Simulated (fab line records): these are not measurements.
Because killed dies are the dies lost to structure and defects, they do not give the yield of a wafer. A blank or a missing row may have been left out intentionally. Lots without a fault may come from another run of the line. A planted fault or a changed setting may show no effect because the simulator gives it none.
One fault through the eyes of 2 desks || flow gf180mcu || each desk holds nothing but its own numbers, with what lay behind them at the end

## THE METROLOGY DESK
What the gauges read, lot by lot, whatever tool the lot ran on: means of the sampled wafers that have a number. Any lot whose mean is over 4 standard deviations away from the usual mean is out of limits and marked OUT; that distance is given in the brackets.
Columns: A = HV_LDD_03_OVL at GF_HV_LDD_OVL_MEAS_47, usual -0.7 nm
{"lot": "L423", "first seen here": "day 12 21:29", "A": -1.7}
{"lot": "L424", "first seen here": "day 13 00:32", "A": -1.8}
{"lot": "L433", "first seen here": "day 15 11:26", "A": 0.2}
{"lot": "L434", "first seen here": "day 16 03:35", "A": -0.5}
{"lot": "L437", "first seen here": "day 16 20:42", "A": -1.3}
{"lot": "L436", "first seen here": "day 16 21:11", "A": -1.7}
{"lot": "L438", "first seen here": "day 17 11:48", "A": -0.4}
{"lot": "L440", "first seen here": "day 18 02:30", "A": 0.2}
{"lot": "L442", "first seen here": "day 19 00:46", "A": -0.2}
{"lot": "L443", "first seen here": "day 19 07:37", "A": -0.4}
{"lot": "L446", "first seen here": "day 20 02:11", "A": 0.0}
Result from this desk: across the 11 lots, nothing is out of limits.

## FOR THE TOOL OWNER'S DESK: implanter-01
For each lot that ran on this tool, the mean over its sampled wafers that have a number, from the tool's own readings at GF_NSD_IMPLANT_10. Any lot whose mean is over 4 standard deviations away from the usual mean is out of limits and marked OUT; that distance is given in the brackets.
Columns: A = beamEnergyKeV at GF_NSD_IMPLANT_10, usual 40.001
{"lot": "L423", "first seen here": "day 13 22:47", "A": 40.002}
{"lot": "L424", "first seen here": "day 14 00:51", "A": 39.992}
{"lot": "L433", "first seen here": "day 16 13:32", "A": "43.624 (+99 or more) OUT"}
{"lot": "L434", "first seen here": "day 17 04:38", "A": "43.624 (+99 or more) OUT"}
{"lot": "L443", "first seen here": "day 20 11:34", "A": 39.989}
This desk finds L433, L434 out of limits, L433 being first, at day 16 13:32 (beamEnergyKeV at GF_NSD_IMPLANT_10). In limits: L423, L424, L443.

## PUT TOGETHER
The tool owner's desk could have raised an alarm at day 16 13:32, on L433, L434.
The metrology desk saw nothing out of limits.
The metrology desk holds a record of L433, L434, inside its limits.
GF_NSD_IMPLANT_10 was run on implanter-01 by each of the lots named.

## WHAT THE SIMULATOR HAD PUT IN
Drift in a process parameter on implanter-01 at GF_NSD_IMPLANT_10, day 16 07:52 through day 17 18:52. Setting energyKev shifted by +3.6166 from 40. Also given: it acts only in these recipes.
Shown lots that were struck: L433, L434.
How many hours passed from the start of the fault until each desk's first out-of-limits reading: the tool owner's desk, 6.
